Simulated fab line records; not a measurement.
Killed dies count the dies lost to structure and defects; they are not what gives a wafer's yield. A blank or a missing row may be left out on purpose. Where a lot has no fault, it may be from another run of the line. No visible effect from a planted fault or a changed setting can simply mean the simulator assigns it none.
Which tool is to blame? -- flow gf180mcu -- 11 lots, 33 wafers sampled, at 4 steps of a route of 602

== WHAT THE GAUGES READ, wafer by wafer ==
GF_MVSD_TW_MEAS_11.
lot,measured,on,MVSD_TW
L812,day 5 03:41,film_metro-01,1597 1602 1591
L813,day 5 10:08,film_metro-01,1587 1591 1588
L814,day 5 19:31,film_metro-03,1580 1581 1587
L817,day 6 10:11,film_metro-04,1573 1580 1565
L818,day 6 20:36,film_metro-04,1572 1577 1567
L819,day 7 00:38,film_metro-04,1555 1567 1553
L822,day 7 15:41,film_metro-03,1602 1587 1593
L827,day 8 21:27,film_metro-03,1531 1533 1526
L828,day 9 02:45,film_metro-01,1538 1538 1538
L831,day 9 20:22,film_metro-04,1589 1590 1587
L832,day 10 00:52,film_metro-01,1592 1584 1584

GF_VT_IMPLANT_RS_MEAS_46: uses a four-point probe to measure.
lot,measured,on,MVSD_RS (ohm/sq)
L812,day 8 11:52,film_metro-03,455.5 456.7 456.4
L813,day 8 17:47,film_metro-01,455.4 456.3 454.9
L814,day 9 05:27,film_metro-03,458.2 458.7 456.6
L817,day 9 21:17,film_metro-03,456.8 457.0 458.2
L818,day 10 11:43,film_metro-03,456.6 457.1 456.1
L819,day 10 15:09,film_metro-03,454.0 455.2 455.4
L822,day 11 08:14,film_metro-01,457.2 456.3 456.4
L827,day 12 17:22,film_metro-03,537.1 537.8 537.6
L828,day 13 00:58,film_metro-01,536.3 535.0 536.9
L831,day 13 18:34,film_metro-04,455.1 457.0 456.9
L832,day 14 03:12,film_metro-03,458.1 458.4 457.2

GF_DUAL_GATE_OVL_MEAS_11.
lot,measured,on,DUAL_GATE_OVL (nm)
L812,day 9 06:40,overlay-02,-3.2 -1.6 -2.2
L813,day 9 12:51,overlay-01,1.4 -0.5 0.0
L814,day 10 02:08,overlay-02,-0.1 -0.6 -1.4
L817,day 10 17:04,overlay-01,1.7 1.3 -0.6
L818,day 11 08:43,overlay-02,-0.4 -2.0 -0.5
L819,day 11 12:55,overlay-01,2.0 0.8 0.5
L822,day 12 04:49,overlay-01,-2.3 0.3 0.5
L827,day 13 16:35,overlay-01,1.6 2.0 2.7
L828,day 13 23:41,overlay-02,0.3 1.5 0.0
L831,day 14 18:04,overlay-02,1.2 2.4 0.2
L832,day 15 02:59,overlay-02,-0.6 0.2 -1.5

== TOOL THAT RAN EACH LOT (tool first, then ch and the chambers of the sampled wafers, then the start) ==
lot,GF_MVSD_IMPLANT_09
L812,"implanter-04 ch 0, day 5 03:27"
L813,"implanter-04 ch 0, day 5 09:54"
L814,"implanter-01 ch 0, day 5 19:16"
L817,"implanter-02 ch 0, day 6 09:58"
L818,"implanter-02 ch 0, day 6 20:22"
L819,"implanter-04 ch 0, day 7 00:24"
L822,"implanter-01 ch 0, day 7 15:26"
L827,"implanter-01 ch 0, day 8 21:13"
L828,"implanter-01 ch 0, day 9 02:31"
L831,"implanter-04 ch 0, day 9 20:07"
L832,"implanter-04 ch 0, day 10 00:37"
- GF_MVSD_IMPLANT_09

== WHAT THE TOOLS THEMSELVES READ (means of the sampled wafers that have a number; where no wafer has one, the mark that the record gives instead) ==
GF_MVSD_IMPLANT_09.
lot,tool,dose_ions_cm2,faraday_current_uA
L812,implanter-04,5.004e+12,28.3
L813,implanter-04,5.003e+12,28.1
L814,implanter-01,4.994e+12,28.3
L817,implanter-02,4.996e+12,28.6
L818,implanter-02,4.999e+12,28.3
L819,implanter-04,5.002e+12,27.8
L822,implanter-01,4.998e+12,27.9
L827,implanter-01,1.094e+12,6.1
L828,implanter-01,1.091e+12,6.1
L831,implanter-04,4.999e+12,28.1
L832,implanter-04,5.001e+12,28.0

== THE ANSWER, worked out from the rows above alone ==
Rule: usual is defined by the lots themselves. The widest of any qualifying gaps counts: lots, ordered by their means at a reading, are off when they make up no more than a third of the lots, leave a main group of 4 or more, and stand apart from it by 3 or more times the standard deviation of that group's means. The tables above print the reading to a certain number of digits; a main group whose means all agree to those digits is not used. A lot without any number at a reading at which 4 lots or more have one is off too. All remaining lots with rows at the step are treated as sound. Order of review: gauges by route order, followed by the tools' own readings, for which a lot's mean as printed above is used. The first step at which some lot is off is used, and at that step the reading that is off furthest; a lot without a number counts as furthest.
Off: at GF_VT_IMPLANT_RS_MEAS_46 (MVSD_RS), L827, L828. Mean 456.6 ohm/sq and standard deviation 0.95 in the main group.
If a tool, at a process step before that reading, ran all the lots that are off and no sound lot after the first of them, it fits. Not tried: the gauges at GF_VT_IMPLANT_RS_MEAS_46; whatever is off there is also off at GF_MVSD_IMPLANT_09, on other tools, and gauge error can't account for it. One fits: GF_MVSD_IMPLANT_09 on implanter-01. Its last sound lot is L822 (day 7 15:26), its first lot that is off L827 (day 8 21:13): a fault that began between those two fits.
The tool's own readings at GF_MVSD_IMPLANT_09 bear it out: on the lots that are off they differ by more than 5 times the standard deviation of the sound lots' means. dose_ions_cm2 reads 1.092e+12 there against 5.000e+12 on the sound lots; faraday_current_uA reads 6.1 there against 28.2 on the sound lots.

== WHAT WAS PUT IN BY THE SIMULATOR ==
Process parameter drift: implanter-01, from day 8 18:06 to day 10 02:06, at GF_MVSD_IMPLANT_09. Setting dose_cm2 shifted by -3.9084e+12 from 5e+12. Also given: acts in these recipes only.
Shown lots that were struck: L827, L828. The rule above reached the same finding.
